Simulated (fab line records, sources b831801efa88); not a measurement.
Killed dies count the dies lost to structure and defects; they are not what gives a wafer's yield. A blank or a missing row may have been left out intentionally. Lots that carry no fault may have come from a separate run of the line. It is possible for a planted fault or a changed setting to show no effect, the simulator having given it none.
What tool caused it?	flow gf180mcu	Sampling: 15 lots, 45 wafers, 4 of 602 route steps

WHAT THE GAUGES READ, wafer by wafer
GF_M1_CD_MEAS_14: target cd 230 nm. Usual: cd-nm 230.4 nm, standard deviation 1.2.
lot	measured	on	cd-nm (nm)	flag
L619	day 17 10:58	cd-sem-01	229.3 229.0 229.5	
L622	day 18 01:47	cd-sem-02	229.4 229.2 229.5	
L620	day 18 03:50	cd-sem-01	229.4 229.1 228.6	
L624	day 19 01:17	cd-sem-01	229.3 228.8 228.9	
L627	day 19 16:24	cd-sem-02	230.4 232.3 231.7	
L625	day 19 18:37	cd-sem-02	231.4 230.6 231.3	
L626	day 19 19:16	cd-sem-02	230.4 230.6 229.5	
L628	day 20 11:42	cd-sem-01	231.2 231.9 230.2	
L629	day 21 01:53	cd-sem-01	231.9 230.7 232.1	
L631	day 21 17:02	cd-sem-01	231.6 231.9 231.6	
L632	day 22 05:08	cd-sem-01	230.1 230.0 229.4	
L633	day 22 15:25	cd-sem-01	229.2 229.1 228.8	
L634	day 22 16:31	cd-sem-01	231.1 231.3 229.7	
L635	day 23 04:23	cd-sem-01	230.9 231.1 230.5	
L642	day 25 01:32	cd-sem-01	227.6 228.0 229.9	

GF_V2_OVL_MEAS_15. Usual: V2_OVL typically reads 2 nm, with standard deviation 5.2.
lot	measured	on	V2_OVL (nm)	flag
L619	day 20 16:04	overlay-02	-1 -3 -3	
L622	day 21 06:23	overlay-01	7 7 4	
L620	day 21 09:24	overlay-02	2 10 10	
L624	day 22 05:23	overlay-02	5 7 4	
L627	day 22 22:02	overlay-01	6 10 2	
L625	day 22 23:17	overlay-02	-1 6 1	
L626	day 22 23:22	overlay-01	6 4 9	
L628	day 23 14:35	overlay-01	-7 0 -4	
L629	day 24 03:34	overlay-01	10 13 3	
L631	day 24 18:00	overlay-02	7 8 4	
L635	day 26 01:41	overlay-01	-4 -5 2	
L642	day 27 19:57	overlay-01	0 3 -2	

WHICH TOOL RAN EACH LOT (tool, then ch and the chambers of the sampled wafers, then the start)
lot	GF_V1_CMP_26	GF_V2_CVD_00
L619	cmp-01 ch 1,2, day 18 12:48	hdpcvd-02 ch 0,1,2, day 19 14:49
L622	cmp-01 ch 1,2, day 19 04:28	hdpcvd-02 ch 0,1,2, day 20 05:26
L620	cmp-02 ch 1,2, day 19 06:49	hdpcvd-01 ch 0,1,2, day 20 08:11
L624	cmp-02 ch 0,1, day 20 04:50	hdpcvd-02 ch 0,1, day 21 05:57
L627	cmp-01 ch 2,3, day 20 19:41	hdpcvd-02 ch 1,2, day 21 21:31
L625	cmp-02 ch 1,2,3, day 20 21:53	hdpcvd-02 ch 0,2, day 21 23:24
L626	cmp-01 ch 0,1, day 20 22:19	hdpcvd-01 ch 0,1, day 21 23:30
L628	cmp-02 ch 0,3, day 21 14:44	hdpcvd-02 ch 1,2, day 22 14:51
L629	cmp-01 ch 0,2, day 22 04:35	hdpcvd-02 ch 0,1,2, day 23 04:58
L631	cmp-02 ch 0,1,3, day 22 19:06	hdpcvd-01 ch 0,1, day 23 18:59
L632	cmp-01 ch 0,3, day 23 06:17	hdpcvd-01 ch 0,2, day 24 05:45
L633	cmp-02 ch 0,1,2, day 23 16:52	hdpcvd-01 ch 0,2, day 24 15:14
L634	cmp-01 ch 0,2, day 23 17:28	hdpcvd-02 ch 0,1,2, day 24 16:05
L635	cmp-02 ch 1,2,3, day 24 05:02	hdpcvd-02 ch 0,1,2, day 25 03:50
L642	cmp-01 ch 0,1,2, day 26 00:49	hdpcvd-02 ch 0,1,2, day 26 23:10
- GF_V1_CMP_26: polishes, stops on SiO2, t overpolish 15 s, target thk 0 nm.
- GF_V2_CVD_00: deposits SiO2, target thk 600 nm, time 100 s.

WHAT THE TOOLS THEMSELVES READ (means of the sampled wafers that have a number; where no wafer has one, the mark that the record gives instead)
GF_V1_CMP_26. Usual: motor-current-A 11.9 A, standard deviation 1.5; overpolish-run-s 14.999 s, standard deviation 0.0088; platen-rpm 60.00 rpm, standard deviation 0.035; slurry-filter-dp-kPa 13.50 kPa, standard deviation 0.14; time-to-endpoint-s 85 s, standard deviation 5.2.
lot	tool	motor-current-A (A)	overpolish-run-s (s)	platen-rpm (rpm)	slurry-filter-dp-kPa (kPa)	time-to-endpoint-s (s)	flag
L619	cmp-01	11.4	14.992	60.00	13.52	85	
L622	cmp-01	11.2	15.003	60.03	13.57	83	
L620	cmp-02	10.9	14.992	60.00	13.38	90	
L624	cmp-02	11.5	14.997	60.04	13.51	93	
L627	cmp-01	11.5	14.985	60.02	13.60	81	
L625	cmp-02	12.2	15.006	60.01	13.46	91	
L626	cmp-01	11.4	15.005	60.02	13.58	87	
L628	cmp-02	13.3	15.006	60.01	13.48	92	
L629	cmp-01	10.5	15.000	60.03	13.52	81	
L631	cmp-02	12.1	14.994	60.01	13.62	86	
L632	cmp-01	11.6	15.004	60.00	13.42	82	
L633	cmp-02	12.2	14.998	60.01	13.52	86	
L634	cmp-01	11.4	15.003	59.99	13.65	82	
L635	cmp-02	12.3	14.996	60.02	13.29	84	
L642	cmp-01	11.5	15.001	59.99	13.47	81	

GF_V2_CVD_00. Usual: pressure-mtorr 5.999 mTorr, standard deviation 0.011; run-length-s 127.7 s, standard deviation 0.41.
lot	tool	pressure-mtorr (mTorr)	run-length-s (s)	flag
L619	hdpcvd-02	6.001	127.7	
L622	hdpcvd-02	5.997	127.7	
L620	hdpcvd-01	5.993	127.7	
L624	hdpcvd-02	6.008	127.4	
L627	hdpcvd-02	5.997	128.0	
L625	hdpcvd-02	5.989	128.1	
L626	hdpcvd-01	6.010	127.3	
L628	hdpcvd-02	5.998	127.7	
L629	hdpcvd-02	6.001	127.7	
L631	hdpcvd-01	6.004	127.6	
L632	hdpcvd-01	-	-	OFF
L633	hdpcvd-01	-	-	OFF
L634	hdpcvd-02	-	-	OFF
L635	hdpcvd-02	5.991	127.6	
L642	hdpcvd-02	6.006	127.7	

THE ANSWER, worked out from the rows above alone
Rule: take the mean of a lot's wafers that have a number; if it is more than 3 standard deviations from the usual mean, the lot is off. Also off: a lot with no number at a reading for which 4 or more lots have one. All remaining lots with rows at the step are treated as sound. After the gauges, taken in route order, come the tools' own readings; for these a lot's mean is taken, as printed above. The first step at which some lot is off is used, and at that step the reading that is off furthest; a lot without a number counts as furthest.
Off, at GF_V2_CVD_00 on pressure-mtorr: L632, L633, L634. Without a number there: L632, L633, L634.
A tool fits if, at that step or a process step before it, it ran every lot that is off, and no sound lot after the first of them. None of those tried fits.

WHAT THE SIMULATOR HAD INSERTED
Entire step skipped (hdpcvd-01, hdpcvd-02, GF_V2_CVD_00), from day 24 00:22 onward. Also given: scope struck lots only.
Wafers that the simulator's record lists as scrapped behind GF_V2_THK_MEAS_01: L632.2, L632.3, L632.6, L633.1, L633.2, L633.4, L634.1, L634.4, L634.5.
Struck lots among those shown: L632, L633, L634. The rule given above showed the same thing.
